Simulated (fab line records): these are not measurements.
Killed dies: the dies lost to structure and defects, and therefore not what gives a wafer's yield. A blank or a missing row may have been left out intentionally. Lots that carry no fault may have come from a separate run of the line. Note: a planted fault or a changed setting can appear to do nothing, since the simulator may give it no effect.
The tool behind it: which one? -- flow gf180mcu -- 11 lots, 33 wafers sampled, at 5 steps of a route of 602

## WHAT EACH GAUGE READ, for each wafer
GF_V2_RS_MEAS_24: uses a four-point probe to measure. Usual: V2_W_RS typically reads 0.329 ohm/sq, with standard deviation 0.0036.
lot,measured,on,V2_W_RS (ohm/sq),flag
L297,day 20 06:41,film-metro-04,0.324 0.326 0.328,
L298,day 20 17:43,film-metro-04,0.326 0.337 0.327,
L300,day 21 16:31,film-metro-03,0.330 0.326 0.328,
L301,day 21 20:31,film-metro-02,0.357 0.356 0.354,OFF
L302,day 22 08:29,film-metro-04,0.355 0.354 0.356,OFF
L311,day 26 00:06,film-metro-03,0.328 0.331 0.323,
L313,day 26 11:20,film-metro-03,0.325 0.323 0.322,
L316,day 26 23:28,film-metro-03,0.333 0.334 0.332,
L315,day 27 05:56,film-metro-02,0.329 0.330 0.330,
L317,day 27 12:42,film-metro-04,0.336 0.334 0.328,
L318,day 27 17:50,film-metro-02,0.330 0.326 0.324,

GF_V2_THK_MEAS_25: measures by xrf. Usual: V2_W_THK typically reads 364 nm, with standard deviation 5.
lot,measured,on,V2_W_THK (nm),flag
L297,day 20 06:48,film-metro-04,370 365 366,
L298,day 20 17:50,film-metro-04,366 352 365,
L300,day 21 16:38,film-metro-03,359 364 362,
L301,day 21 20:37,film-metro-02,337 338 339,OFF
L302,day 22 08:36,film-metro-04,336 338 337,OFF
L311,day 26 00:13,film-metro-03,366 361 371,
L313,day 26 11:27,film-metro-03,369 374 371,
L316,day 26 23:35,film-metro-03,360 360 361,
L315,day 27 06:04,film-metro-02,365 366 363,
L317,day 27 12:49,film-metro-04,356 357 364,
L318,day 27 17:57,film-metro-02,362 370 374,

## TOOL THAT RAN EACH LOT (tool first, then ch and the chambers of the sampled wafers, then the start)
lot,GF_M2_STRIP_17,GF_V2_CVD_02,GF_V2_CVD_23
L297,"plasma-asher-03 ch 0,1, day 19 04:07","pecvd-04 ch 0,1, day 19 04:49","cvd-w-01 ch 1, day 20 06:34"
L298,"plasma-asher-03 ch 1, day 19 15:22","pecvd-02 ch 1,2, day 19 16:08","cvd-w-01 ch 0,1, day 20 17:35"
L300,"plasma-asher-02 ch 0,1, day 20 14:22","pecvd-01 ch 0,1,2, day 20 15:01","cvd-w-01 ch 0,1, day 21 16:25"
L301,"plasma-asher-04 ch 0,1, day 20 18:44","pecvd-04 ch 0,1, day 20 19:22","cvd-w-01 ch 0,1, day 21 20:23"
L302,"plasma-asher-04 ch 0,1, day 21 06:48","pecvd-01 ch 0,1, day 21 07:28","cvd-w-01 ch 0,1, day 22 08:22"
L311,"plasma-asher-02 ch 0, day 25 00:22","pecvd-02 ch 0,2, day 25 01:03","cvd-w-01 ch 0,1, day 25 23:59"
L313,"plasma-asher-02 ch 0,1, day 25 11:32","pecvd-04 ch 0,1, day 25 12:13","cvd-w-02 ch 0,1, day 26 11:13"
L316,"plasma-asher-04 ch 0,1, day 26 00:09","pecvd-01 ch 0,1, day 26 00:51","cvd-w-01 ch 0,1, day 26 23:21"
L315,"plasma-asher-04 ch 0,1, day 26 07:04","pecvd-04 ch 1,2, day 26 07:46","cvd-w-01 ch 0,1, day 27 05:50"
L317,"plasma-asher-02 ch 0,1, day 26 13:37","pecvd-02 ch 0,1,2, day 26 14:19","cvd-w-01 ch 1, day 27 12:29"
L318,"plasma-asher-03 ch 1, day 26 19:22","pecvd-01 ch 0,1,2, day 26 20:05","cvd-w-01 ch 1, day 27 17:38"
- GF_M2_STRIP_17: strips in O2/N2.
- GF_V2_CVD_02: deposits SiO2 from TEOS, target thk 850 nm, time 94.851 s.
- GF_V2_CVD_23: deposits W, target thk 350 nm, time 104.94 s.

## WHAT THE TOOLS THEMSELVES READ (means of the sampled wafers that have a number; where no wafer has one, the mark that the record gives instead)
GF_M2_STRIP_17. Usual: drypump-motor-current-A 5.7 A, standard deviation 0.48; heater-power-w 318 W, standard deviation 18; oes-product-au 0.537 a.u., standard deviation 0.005; strip-time-to-endpoint-s 7.39 s, standard deviation 0.042.
lot,tool,drypump-motor-current-A (A),heater-power-w (W),oes-product-au (a.u.),strip-time-to-endpoint-s (s),flag
L297,plasma-asher-03,6.2,305,0.538,7.44,
L298,plasma-asher-03,5.5,290,0.541,7.38,
L300,plasma-asher-02,5.6,348,0.535,7.37,
L301,plasma-asher-04,5.6,325,0.540,7.43,
L302,plasma-asher-04,5.6,323,0.541,7.41,
L311,plasma-asher-02,5.5,351,0.539,7.39,
L313,plasma-asher-02,5.6,345,0.537,7.40,
L316,plasma-asher-04,5.4,324,0.537,7.35,
L315,plasma-asher-04,5.4,326,0.533,7.41,
L317,plasma-asher-02,5.6,341,0.540,7.40,
L318,plasma-asher-03,5.5,297,0.535,7.38,

GF_V2_CVD_02. Usual: heater-power-w 682 W, standard deviation 100.
lot,tool,heater-power-w (W),flag
L297,pecvd-04,646,
L298,pecvd-02,677,
L300,pecvd-01,717,
L301,pecvd-04,640,
L302,pecvd-01,711,
L311,pecvd-02,692,
L313,pecvd-04,628,
L316,pecvd-01,650,
L315,pecvd-04,584,
L317,pecvd-02,742,
L318,pecvd-01,739,

GF_V2_CVD_23. Usual: chamber-pressure-Torr 40.00 Torr, standard deviation 0.094; heater-power-w 936 W, standard deviation 76.
lot,tool,chamber-pressure-Torr (Torr),heater-power-w (W),flag
L297,cvd-w-01,39.86,881,
L298,cvd-w-01,39.90,995,
L300,cvd-w-01,40.02,986,
L301,cvd-w-01,33.55,994,OFF
L302,cvd-w-01,33.57,980,OFF
L311,cvd-w-01,40.05,997,
L313,cvd-w-02,39.82,878,
L316,cvd-w-01,40.03,997,
L315,cvd-w-01,40.03,934,
L317,cvd-w-01,40.10,887,
L318,cvd-w-01,39.98,900,

## THE ANSWER, worked out from the rows above alone
Rule: take the mean of a lot's wafers that have a number; if it is more than 3 standard deviations from the usual mean, the lot is off. Also off: a lot with no number at a reading for which 4 or more lots have one. Any other lot the step has rows for is counted as sound. After the gauges, taken in route order, come the tools' own readings; for these a lot's mean is taken, as printed above. At the first step where some lot is off, the reading lying furthest off is the one used; lots without a number count as furthest.
Off: L301, L302, seen at GF_V2_RS_MEAS_24 (V2_W_RS).
A tool fits if, at a process step before that reading, it ran every lot that is off, and no sound lot after the first of them. The gauges at GF_V2_RS_MEAS_24 aren't tried: what is off there is off at GF_V2_CVD_23 too, on other tools, and a gauge's error can't cause that. Not one of the candidates tried fits.

## WHAT THE SIMULATOR PUT IN
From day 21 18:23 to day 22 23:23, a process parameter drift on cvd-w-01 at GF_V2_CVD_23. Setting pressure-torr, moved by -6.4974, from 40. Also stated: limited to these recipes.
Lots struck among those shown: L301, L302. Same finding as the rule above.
